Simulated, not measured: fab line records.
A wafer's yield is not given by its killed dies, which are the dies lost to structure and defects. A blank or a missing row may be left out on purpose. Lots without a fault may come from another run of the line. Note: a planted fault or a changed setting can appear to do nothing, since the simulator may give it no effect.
Code-filled problem report in 8D (eight disciplines) form :: flow sky130 :: the parts of the form that need people (team, actions taken, sign-off) are left out

1. PROBLEM STATEMENT
NWELL_2_TW at SKY_NWELL_TW_MEAS_26 reads a mean of 802 on 6 wafers of 2 lots; wafers without a fault read 502 with a standard deviation of 6. Relative to the usual mean, that is a shift of +50 standard deviations.
Earliest sighting: wafer L218.2 on film-metro-04 at day 7 20:30. The record holds 36 wafers of 12 lots with a number at this step. By rule, "out" or "out of limits" means more than 4 standard deviations away from the usual mean. Any other wafer with a number is counted as sound.

2. WHAT THIS IS AND IS NOT
question: which readings at this step
is: NWELL_2_TW
is not: -

question: which lots
is: L218, L219
is not: L207, L208, L211, L212, L213, L214, L220, L225, L226, L229

question: which wafers of those lots
is: all that have a number
is not: -

question: read on which gauges
is: film-metro-04
is not: film-metro-01, film-metro-02

question: when
is: from day 7 20:30
is not: up to then (18 sound wafers); but 12 sound wafers of L220, L225, L226, L229 came after

3. THE SUSPECTS, EACH WITH WHAT RULES IT OUT
Counting: a tool at any process step up to the reading remains a suspect when it ran all the lots that are out and ran no sound lot after the first of those.
- the gauge at SKY_NWELL_TW_MEAS_26 has been ruled out. All the wafers that are out were read on film-metro-04, but those of them that SKY_NWELL_IMPLANT_24 has rows for are out there too, on other tools.
- implanter-03 at SKY_NWELL_IMPLANT_24: kept. It ran every lot that is out, first L218 (day 7 20:16), and no sound lot after that; its last sound lot up to then is L212 (day 6 11:13). Its own readings are out on those wafers: dose-ions-cm2, faraday-current-uA.
The count leaves implanter-03 at SKY_NWELL_IMPLANT_24.

4. THE CAUSE (what the simulator had put in)
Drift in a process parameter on implanter-03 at SKY_NWELL_IMPLANT_24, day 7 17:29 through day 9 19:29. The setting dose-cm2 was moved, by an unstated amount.
This tool alone remained once counting was done.

5. THE CHAIN OF EFFECTS, in route order
Each row: a reading whose mean over the struck wafers that have a number lies more than 3 standard deviations from the usual. Only readings for which the record gives a usual standard deviation are gone through. hours: the time from each lot's start at the first step in this table that gives one to its start at this step, as a median over the lots. sigmas: the change in usual standard deviations.
hours: 0
step: SKY_NWELL_IMPLANT_24
reading: dose-ions-cm2
usual: 9.201e+12
on struck wafers: 3.929e+13
change: +3.009e+13
sigmas: +99 or more

hours: 0
step: SKY_NWELL_IMPLANT_24
reading: faraday-current-uA
usual: 51.9
on struck wafers: 221.5
change: +169.6
sigmas: +99 or more

hours: 0
step: SKY_NWELL_TW_MEAS_26
reading: NWELL_2_TW
usual: 502
on struck wafers: 802
change: +300
sigmas: +50
Its process steps:
- SKY_NWELL_IMPLANT_24

6. HOW IT WOULD HAVE BEEN CAUGHT EARLIER
Counted from the fault's start at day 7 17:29, it took 3 hours until the first out-of-limits reading at a measuring or inspecting step in this record, taken at day 7 20:30.
Tool's own readings at SKY_NWELL_IMPLANT_24, dose-ions-cm2, faraday-current-uA: out on all struck wafers the step has rows for; an alarm limit on them would have tripped on the first.
L219, from the lots that are out (2), started SKY_NWELL_IMPLANT_24 on implanter-03 later than day 7 20:30. It would have been spared by a hold on the tool at that moment.
